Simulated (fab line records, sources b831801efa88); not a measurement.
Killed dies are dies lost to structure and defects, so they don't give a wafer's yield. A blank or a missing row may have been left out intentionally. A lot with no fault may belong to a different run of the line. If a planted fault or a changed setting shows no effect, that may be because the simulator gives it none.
Shared-tool check -- flow gf180mcu -- Lots sampled 10, wafers sampled 30

== REASON IT WAS OPENED ==
3 of 10 lots carry a flag on the reading POLY_GATE_CVD_00_THK at GF_POLY_GATE_THK_MEAS_01. Fault-free wafers read 199.8 nm, with a standard deviation of 1.5.
Rule: a lot is flagged in two cases, either no wafer of it has a number, or all its wafers with numbers fall more than 4 standard deviations from that mean. The rest of the lots are taken to be sound.

lot,measured,on,"POLY_GATE_CVD_00_THK (nm), wafer by wafer",flag
L425,day 9 10:13,film_metro-03,199.7 199.8 199.8,
L427,day 9 22:18,film_metro-03,197.6 198.4 198.5,
L428,day 10 03:25,film_metro-03,199.5 200.4 201.0,
L430,day 10 15:25,film_metro-02,199.1 200.5 200.5,
L433,day 11 02:35,film_metro-02,172.8 173.0 172.1,FLAGGED
L434,day 11 08:50,film_metro-03,172.8 175.0 175.8,FLAGGED
L436,day 12 01:47,film_metro-01,174.0 176.2 174.1,FLAGGED
L445,day 14 17:50,film_metro-01,199.6 197.8 197.6,
L444,day 14 17:50,film_metro-03,199.8 199.3 199.9,
L446,day 15 02:14,film_metro-03,202.1 200.7 201.9,
The numbers of the flagged lots are 174.0 nm on average: -25.8 nm against the usual, or -17 standard deviations.

== TOOL THAT RAN EACH LOT ==
Before the reading, the record contains 2 process steps out of a 602-step route. Cell contents, in order: the tool; ch with the chambers the sampled wafers went through; the start.
lot,flag,GF_DUAL_GATE_STRIP_13,GF_POLY_GATE_CVD_00
L425,,"plasma_asher-03 ch 0,1, day 9 06:04","lpcvd-01 ch 1, day 9 08:53"
L427,,"plasma_asher-03 ch 0,1, day 9 14:28","lpcvd-01 ch 0, day 9 20:58"
L428,,"plasma_asher-02 ch 0,1, day 10 00:02","lpcvd-02 ch 0, day 10 02:02"
L430,,"plasma_asher-02 ch 0,1, day 10 12:01","lpcvd-01 ch 0, day 10 14:04"
L433,FLAGGED,"plasma_asher-01 ch 0,1, day 10 23:32","lpcvd-01 ch 1, day 11 01:15"
L434,FLAGGED,"plasma_asher-01 ch 0,1, day 11 05:48","lpcvd-01 ch 0, day 11 07:31"
L436,FLAGGED,"plasma_asher-02 ch 0,1, day 11 22:44","lpcvd-01 ch 0, day 12 00:27"
L445,,"plasma_asher-02 ch 0,1, day 14 14:01","lpcvd-01 ch 0, day 14 16:29"
L444,,"plasma_asher-02 ch 0,1, day 14 09:37","lpcvd-01 ch 0, day 14 16:29"
L446,,"plasma_asher-01 ch 0,1, day 14 18:51","lpcvd-02 ch 0, day 15 00:55"
These steps, and what they do:
- GF_DUAL_GATE_STRIP_13: strips in O2/N2.
- GF_POLY_GATE_CVD_00: deposits poly-Si, target thk 200 nm, time 1200 s.
- GF_POLY_GATE_THK_MEAS_01

== FLAGGED OVER TOTAL, TOOL BY TOOL (the gauges that took the reading come last) ==
step,tool,lots run,flagged,share of the flagged lots,sound lots run after its first flagged lot
GF_DUAL_GATE_STRIP_13,plasma_asher-01,3,2,some,1 (L446)
GF_DUAL_GATE_STRIP_13,plasma_asher-02,5,1,some,"2 (L444,L445)"
GF_DUAL_GATE_STRIP_13,plasma_asher-03,2,0,none,-
GF_POLY_GATE_CVD_00,lpcvd-01,8,3,all,"2 (L444,L445)"
GF_POLY_GATE_CVD_00,lpcvd-02,2,0,none,-
GF_POLY_GATE_THK_MEAS_01,film_metro-01,2,1,some,1 (L445)
GF_POLY_GATE_THK_MEAS_01,film_metro-02,2,1,some,0
GF_POLY_GATE_THK_MEAS_01,film_metro-03,6,1,some,"2 (L444,L446)"

== WHAT THE TABLE PERMITS ==
Rows of the table that ran each flagged lot: 1, that is lpcvd-01 at GF_POLY_GATE_CVD_00.
- lpcvd-01 at GF_POLY_GATE_CVD_00 ran 8 lots, 3 of them flagged. Sound lots followed the first flagged one (L444, L445) on it, something a lasting fault affecting the whole tool could not allow. Its own readings (spike_tc_upper_C, susceptor_temp_C) fall more than 4 standard deviations out on all wafers of the flagged lots.
Not one row of the table ran every flagged lot while running no sound lot after the first.

== WHAT HAD BEEN PUT IN BY THE SIMULATOR ==
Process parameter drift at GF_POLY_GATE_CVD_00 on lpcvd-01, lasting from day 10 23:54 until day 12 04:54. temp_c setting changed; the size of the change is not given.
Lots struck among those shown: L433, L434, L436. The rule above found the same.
